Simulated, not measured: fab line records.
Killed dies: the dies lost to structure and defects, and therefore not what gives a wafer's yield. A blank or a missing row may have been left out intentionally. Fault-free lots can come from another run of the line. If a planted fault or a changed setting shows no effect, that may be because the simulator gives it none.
fab line records | flow gf180mcu
record: lots: 6 wafers: 17 last-day: 34
route steps=602 shown M3@426 V3@429
lots with no fault: from the same line, run without faults
start-h: start of the lot's first displayed wafer, in hours after the record's first day | wait-h: time in hours since the lot's previous step | " unchanged from the row above | L1.1+2: one row covering several wafers at once | - no value, or no start was given | * or withheld: withheld | < > ~ a bound
route shown NAME@n: a module of which the file shows steps, and the number in the route of the first | usual: the fault-free wafers' mean and standard deviation | same: alike in all rows | chamber/n: place in a boat | sites: readings site by site | _std_site: the values' standard deviation | _edge_site: inner sites' mean taken away from outer sites' mean | radius-mm: for every site, how far away it sits from the centre of the wafer | mask NAME#n: copy n | behind: the tool/chamber that last shaped the wafer | hold: the reason the lot was held/the length of the hold in hours/how it ended | device: the transistor (n, p or np) that didn't switch | end of line: the tests these same wafers got at the end of their route | a step without rows: its recipe alone | killed: dies lost to structure and defects at the first sort, not the wafer's yield | map: the dies of a wafer, with x for killed, . for not killed, _ for no die there
set.NAME: the setting the step ran with; set.NAME@STEP: the setting that earlier step ran with | model.NAME: the simulator's own value behind a step, which no gauge read
lots at selected steps of the route; one table per step, one row per wafer
services: a tool's chamber out of use, with start hour (start-h, from the record's first day; less than 0 if before it), hours out, and reason
== steps ==
step: GF_M3_STRIP_17
recipe: chemistry: O2/N2 power-w: 1400 pressure-mtorr: 1500 platen-temp-c: 250 o2-flow-sccm: 3000 n2-flow-sccm: 300 overash-fraction: 0.5
usual: drypump-motor-current-A: 5.8/0.49 heater-power-w: 343/23 oes-product-au: 0.538/0.0052 strip-time-to-endpoint-s: 7.40/0.051
columns lot.wafer tool chamber start-h wait-h drypump-motor-current-A heater-power-w oes-product-au rf-hours-counter-h strip-time-to-endpoint-s
L561.1 plasma-asher-03 0 487.07 0.1 5.3 344 0.540 6 7.35
L561.3 " 0 " " 5.3 338 0.534 - 7.35
L561.4 " 1 " " 5.4 320 0.526 - 7.33
L571.1 plasma-asher-01 0 584.00 0.1 5.3 341 0.534 95 7.38
L571.2 " 1 " " 6.3 348 0.535 95 7.43
L571.5 " 1 " " 6.3 344 0.548 - 7.43
L572.1 plasma-asher-03 1 587.35 0.1 5.3 316 0.538 17 7.42
L572.6 " 0 " " 5.3 343 0.539 - 7.41
L578.1 plasma-asher-01 0 637.19 0.1 5.3 346 0.537 100 7.40
L578.2 " 1 " " 6.3 342 0.538 100 7.39
L578.6 " 1 " " 6.3 347 0.536 - 7.38
L579.1 plasma-asher-04 1 649.34 0.1 6.5 376 0.542 55 7.45
L579.3 " 0 " " 5.6 313 0.533 - 7.41
L579.5 " 1 " " 6.5 379 0.534 - 7.41
L583.2 plasma-asher-01 1 668.47 0.1 6.3 342 0.541 103 7.40
L583.4 " 0 " " 5.3 353 0.536 - 7.49
L583.6 " 0 " " 5.3 350 0.545 - 7.40
step: GF_M3_STRIP_18
recipe: chemistry: post-etch-residue-remover time-s: 1200 temp-c: 72.5
step: GF_M3_CLEAN_19
recipe: chemistry: DIW dry: n2-spin
step: GF_V3_CVD_00
recipe: material: SiO2 target-thk-nm: 600 sigma-open-frac: 0.3 temp-c: 400 time-s: 100 sih4-flow-sccm: 60 pressure-mtorr: 6
step: GF_V3_THK_MEAS_01
recipe: reads: SiO2_of_V3_CVD_00
usual: V3_CVD_00_THK: 599/5.9
columns lot.wafer tool chamber start-h wait-h V3_CVD_00_THK[nm]
L561.1 film-metro-04 - 487.68 0.0 604
L561.3 " - " " 597
L561.4 " - " " 597
L571.1 film-metro-03 - 584.69 0.0 605
L571.2 " - " " 601
L571.5 " - " " 604
L572.1 film-metro-02 - 587.96 0.0 608
L572.6 " - " " 609
L578.1 film-metro-02 - 637.83 0.0 597
L578.2 " - " " 599
L578.6 " - " " 610
L579.1 film-metro-03 - 649.95 0.0 604
L579.3 " - " " 600
L579.5 " - " " 602
L583.2 film-metro-02 - 669.43 0.0 603
L583.4 " - " " 604
L583.6 " - " " 611
step: GF_V3_CVD_02
recipe: material: SiO2 target-thk-nm: 850 precursor: TEOS temp-c: 400 time-s: 94.851 rf-w: 600
usual: heater-power-w: 696/85
same: time-s: 94.851
columns lot.wafer tool chamber start-h wait-h heater-power-w
L561.1 pecvd-01 1 487.74 0.1 593
L561.3 " 0 " " 606
L561.4 " 2 " " 725
L571.1 pecvd-02 1 584.75 0.1 790
L571.2 " 0 " " 749
L571.5 " 2 " " 646
L572.1 pecvd-03 1 588.02 0.1 626
L572.6 " 0 " " 553
L578.1 pecvd-03 1 637.89 0.1 632
L578.2 " 2 " " 639
L578.6 " 2 " " 674
L579.1 pecvd-02 0 650.01 0.1 701
L579.3 " 2 " " 645
L579.5 " 1 " " 877
L583.2 pecvd-03 0 669.48 0.0 592
L583.4 " 1 " " 662
L583.6 " 2 " " 678
step: GF_V3_THK_MEAS_03
recipe: reads: SiO2_of_V3_CVD_02
usual: V3_CVD_02_THK: 855/11
columns lot.wafer tool chamber start-h wait-h V3_CVD_02_THK[nm]
L561.1 film-metro-02 - 487.81 0.0 857
L561.3 " - " " 848
L561.4 " - " " 875
L571.1 film-metro-04 - 584.82 0.0 838
L571.2 " - " " 851
L571.5 " - " " 852
L572.1 film-metro-03 - 588.09 0.0 852
L572.6 " - " " 862
L578.1 film-metro-04 - 637.96 0.0 835
L578.2 " - " " 846
L578.6 " - " " 865
L579.1 film-metro-02 - 650.08 0.0 857
L579.3 " - " " 845
L579.5 " - " " 854
L583.2 film-metro-04 - 669.56 0.0 870
L583.4 " - " " 862
L583.6 " - " " 867
step: GF_V3_CMP_04
recipe: material: SiO2 down-force-psi: 4 platen-rpm: 60 pad-velocity-m-s: 0.94248
usual: edge-zone-pressure-frac: 1.000/0.0053 motor-current-A: 11.7/0.85 platen-rpm: 59.99/0.039 time-to-endpoint-s: 84/5.4
columns lot.wafer tool chamber start-h wait-h edge-zone-pressure-frac motor-current-A platen-rpm time-to-endpoint-s
L561.3 cmp-02 1 487.92 0.1 1.008 12.6 60.04 80
L561.1 " 2 " " 0.997 12.2 59.95 87
L561.4 " 3 " " 0.995 10.6 59.89 92
L571.2 cmp-02 2 584.93 0.1 1.002 12.0 60.00 85
L571.1 " 3 " " 0.996 11.0 59.98 75
L571.5 " 2 " " 1.003 12.3 59.91 84
L572.1 cmp-01 2 588.15 0.1 1.003 12.6 59.92 80
L572.6 " 3 " " 0.999 10.7 60.04 80
L578.2 cmp-02 1 638.08 0.1 1.010 11.9 60.01 78
L578.1 " 2 " " 0.995 12.9 60.05 82
L578.6 " 1 " " 1.006 12.0 60.03 89
L579.3 cmp-02 0 651.02 0.9 1.001 11.3 60.03 83
L579.1 " 1 " " 1.004 11.6 59.93 86
L579.5 " 3 " " 1.008 10.3 60.00 88
L583.2 cmp-01 1 669.69 0.1 0.995 11.8 59.93 86
L583.4 " 3 " " 0.998 11.0 60.01 82
L583.6 " 1 " " 1.002 12.6 60.00 86
step: GF_V3_BOW_MEAS_05
recipe: mode: bow
usual: V3_BOW: 116/10
columns lot.wafer tool chamber start-h wait-h V3_BOW[um]
L561.1 film-metro-04 - 488.17 0.1 111
L561.3 " - " " 109
L561.4 " - " " 109
L571.1 film-metro-04 - 585.18 0.1 118
L571.2 " - " " 113
L571.5 " - " " 117
L572.1 film-metro-03 - 588.45 0.2 127
L572.6 " - " " 116
L578.1 film-metro-02 - 638.33 0.1 127
L578.2 " - " " 113
L578.6 " - " " 112
L579.1 film-metro-02 - 651.22 0.1 108
L579.3 " - " " 119
L579.5 " - " " 114
L583.2 film-metro-04 - 669.96 0.2 121
L583.4 " - " " 130
L583.6 " - " " 125
step: GF_V3_DEHYDRATE_06
recipe: temp-c: 200 time-s: 60
step: GF_V3_HMDS_07
recipe: prime-time-s: 60 prime-temp-c: 120
step: GF_V3_COAT_08
recipe: resist: BARC temp-c: withheld time-s: withheld spin-rpm: withheld resist-thk-nm: withheld
step: GF_V3_COAT_09
recipe: resist: KrF spin-rpm: withheld resist-thk-nm: 1000
usual: chill-plate-temp-C: 23.00/0.1
columns lot.wafer tool chamber start-h wait-h chill-plate-temp-C model.KrF_of_V3_COAT_09.thk-nm
L561.1 litho-track-02 0 500 - 22.96 999.5
L561.3 " 0 " " 22.87 999.2
L561.4 " 0 " " 22.94 995.4
L571.1 litho-track-04 0 595 - 23.11 1006
L571.2 " 0 " " 23.15 984.8
L571.5 " 0 " " 23.06 1000
L572.1 litho-track-04 0 599 - 23.11 1001
L572.6 " 0 " " 23.06 985.1
L578.1 litho-track-01 0 648 - 22.82 1004
L578.2 " 0 " " 22.83 1004
L578.6 " 0 " " 22.85 1003
L579.1 litho-track-04 0 660 - 22.89 994
L579.3 " 0 " " 22.94 994.1
L579.5 " 0 " " 22.92 994.6
L583.2 litho-track-02 0 678 - 23.14 997.6
L583.4 " 0 " " 22.92 997
L583.6 " 0 679 - 22.98 998.5
step: GF_V3_SOFTBAKE_10
recipe: temp-c: 130 time-s: 60 resist: KrF
step: GF_V3_EXPOSE_11
recipe: mask-id: Via3 target-cd-nm: 260 na: 0.68 source-shape: conventional sigma-outer: 0.6 dose-mj: 38
step: GF_V3_PEB_12
recipe: peb-temp-c: 135 peb-time-s: 90 resist: KrF
step: GF_V3_DEVELOP_13
recipe: develop-time-s: 60 resist: KrF dev-temp-c: 21
usual: chill-plate-temp-C: 23.01/0.12
same: develop-time-s: 60
columns lot.wafer tool chamber start-h wait-h chill-plate-temp-C model.KrF_of_V3_COAT_09.thk-nm
L561.1 litho-track-02 0 511.83 0.2 23.11 984.5
L561.3 " 0 " " 23.09 984.2
L561.4 " 0 " " 23.11 980.4
L571.1 litho-track-01 0 606.37 0.2 23.10 991
L571.2 " 0 " " 23.19 969.8
L571.5 " 0 " " 23.25 985.3
L572.1 litho-track-01 0 609.72 0.2 22.86 986
L572.6 " 0 " " 22.78 970.1
L578.1 litho-track-01 0 658.42 0.2 23.11 989.4
L578.2 " 0 " " 23.02 989.6
L578.6 " 0 " " 22.91 987.9
L579.1 litho-track-01 0 671.17 0.2 23.03 979.1
L579.3 " 0 " " 23.16 979.2
L579.5 " 0 " " 23.06 979.6
L583.2 litho-track-01 0 689.09 0.2 22.95 982.7
L583.4 " 0 " " 22.82 982
L583.6 " 0 " " 22.88 983.5
step: GF_V3_CD_MEAS_14
recipe: target-cd-nm: 260
usual: cd-nm: 260.0/1.3
columns lot.wafer tool chamber start-h wait-h cd-nm
L561.1 cd-sem-02 - 511.98 0.1 258.2
L561.3 " - " " 258.9
L561.4 " - " " 258.2
L571.1 cd-sem-02 - 606.52 0.1 262.5
L571.2 " - " " 262.7
L571.5 " - " " 263.4
L572.1 cd-sem-02 - 609.87 0.1 261.6
L572.6 " - " " 262.0
L578.1 cd-sem-02 - 658.57 0.1 259.9
L578.2 " - " " 259.0
L578.6 " - " " 258.2
L579.1 cd-sem-02 - 671.32 0.1 262.5
L579.3 " - " " 261.1
L579.5 " - " " 260.9
L583.2 cd-sem-01 - 689.24 0.1 261.5
L583.4 " - " " 260.4
L583.6 " - " " 261.7
== services ==
columns tool chamber start-h hours kind
pecvd-03 2 465.76 1.9 repair
cmp-02 - 466.52 6.5 pm
cmp-02 - 500.81 3.5 repair
pecvd-02 - 510.76 0.7 repair
cmp-02 - 519.55 3.6 repair
pecvd-03 - 542.62 0.7 repair
cmp-01 - 562.74 6.3 pm
cmp-01 - 572.00 4.0 pm
plasma-asher-01 - 585.90 3.0 repair
cmp-02 - 590.50 1.2 repair
pecvd-02 2 592.92 17.0 repair
cmp-02 - 594.95 1.4 repair
cmp-02 - 601.24 3.7 pm
cmp-01 - 607.15 0.9 repair
pecvd-02 1 613.03 5.0 repair
cmp-01 - 619.88 1.1 repair
cmp-02 - 631.15 4.8 repair
cmp-02 - 636.48 0.3 repair
cmp-01 - 637.01 5.9 pm
cmp-01 - 647.03 5.5 repair
cmp-01 - 648.20 5.9 repair
cmp-01 - 650.83 4.2 repair
plasma-asher-01 - 654.87 1.6 repair
pecvd-02 - 666.10 5.5 pm
== key ==
first-sign none at tools or gauges
model-effect: step: GF_V3_COAT_09 value: KrF_of_V3_COAT_09.thk-nm without: 1002 struck: 984.9
model-effect: step: GF_V3_DEVELOP_13 value: KrF_of_V3_COAT_09.thk-nm without: 986.9 struck: 970
met-at GF_V3_COAT_09
struck-wafers L571.2,L572.6
fault: kind: process-parameter-drift tool: litho-track-04 chamber: - onset-h: 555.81 steps: GF_V3_COAT_09 channel: resist-thk-nm offset: * shape: step end-h: 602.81 scope: struck-wafers-only acts-in: * stated: *
